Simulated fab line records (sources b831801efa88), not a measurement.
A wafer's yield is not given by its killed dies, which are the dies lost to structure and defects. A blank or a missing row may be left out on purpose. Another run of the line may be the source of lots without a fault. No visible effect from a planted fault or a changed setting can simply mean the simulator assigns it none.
Which of the tools did it? :: flow gf180mcu :: 42 wafers sampled from 14 lots at 1 step of a route of 602

## WHAT THE GAUGES SHOWED, per wafer
GF_M2_RS_MEAS_05: measurement is done with a four-point probe.
lot: L434
measured: day 17 18:34
on: film_metro-01
M2_ALCU_RS (ohm/sq): 0.0690 0.0684 0.0687

lot: L437
measured: day 20 02:05
on: film_metro-01
M2_ALCU_RS (ohm/sq): 0.0690 0.0683 0.0679

lot: L438
measured: day 20 03:56
on: film_metro-02
M2_ALCU_RS (ohm/sq): 0.0693 0.0687 0.0694

lot: L440
measured: day 20 11:46
on: film_metro-03
M2_ALCU_RS (ohm/sq): 0.0671 0.0674 0.0691

lot: L444
measured: day 22 08:53
on: film_metro-03
M2_ALCU_RS (ohm/sq): 0.0685 0.0687 0.0701

lot: L446
measured: day 22 16:09
on: film_metro-02
M2_ALCU_RS (ohm/sq): 0.0676 0.0681 0.0694

lot: L447
measured: day 23 01:26
on: film_metro-03
M2_ALCU_RS (ohm/sq): 0.0674 0.0699 0.0673

lot: L448
measured: day 23 17:28
on: film_metro-02
M2_ALCU_RS (ohm/sq): 0.0700 0.0690 0.0691

lot: L449
measured: day 23 21:07
on: film_metro-02
M2_ALCU_RS (ohm/sq): 0.0691 0.0671 0.0694

lot: L452
measured: day 24 18:11
on: film_metro-03
M2_ALCU_RS (ohm/sq): 0.0695 0.0688 0.0679

lot: L454
measured: day 25 10:29
on: film_metro-02
M2_ALCU_RS (ohm/sq): 0.0670 0.0679 0.0687

lot: L455
measured: day 25 14:47
on: film_metro-03
M2_ALCU_RS (ohm/sq): 0.0692 0.0709 0.0709

lot: L456
measured: day 25 22:05
on: film_metro-02
M2_ALCU_RS (ohm/sq): 0.0705 0.0701 0.0685

lot: L457
measured: day 26 07:16
on: film_metro-03
M2_ALCU_RS (ohm/sq): 0.0664 0.0674 0.0679

## EACH LOT AND THE TOOL THAT RAN IT (in order: tool; ch and the chambers of the sampled wafers; start)
No process step before these readings appears in the record.

## AS READ BY THE TOOLS THEMSELVES (means over the sampled wafers that have a number; for cases with no such wafer, the mark the record gives instead)
The record holds no such reading with a usual standard deviation.

## THE ANSWER, worked out from the rows above alone
Rule: the usual values come from the lots themselves. Put in order of their means at a reading, lots are off if they are a third of the lots or fewer, leave a main group of 4 or more, and stand apart from it by a gap of 3 or more times the standard deviation of the main group's means; of several such gaps the widest counts. Not used: any main group whose means are identical at the precision the tables above print for the reading. A lot without any number at a reading at which 4 lots or more have one is off too. Any other lot the step has rows for is counted as sound. First the gauges in route order, then the tools' own readings, where a lot's mean is used as printed above. At the first step where some lot is off, the reading lying furthest off is the one used; lots without a number count as furthest.
Nothing can be told from this: no lot is off at any reading shown.

## WHAT WAS PUT IN BY THE SIMULATOR
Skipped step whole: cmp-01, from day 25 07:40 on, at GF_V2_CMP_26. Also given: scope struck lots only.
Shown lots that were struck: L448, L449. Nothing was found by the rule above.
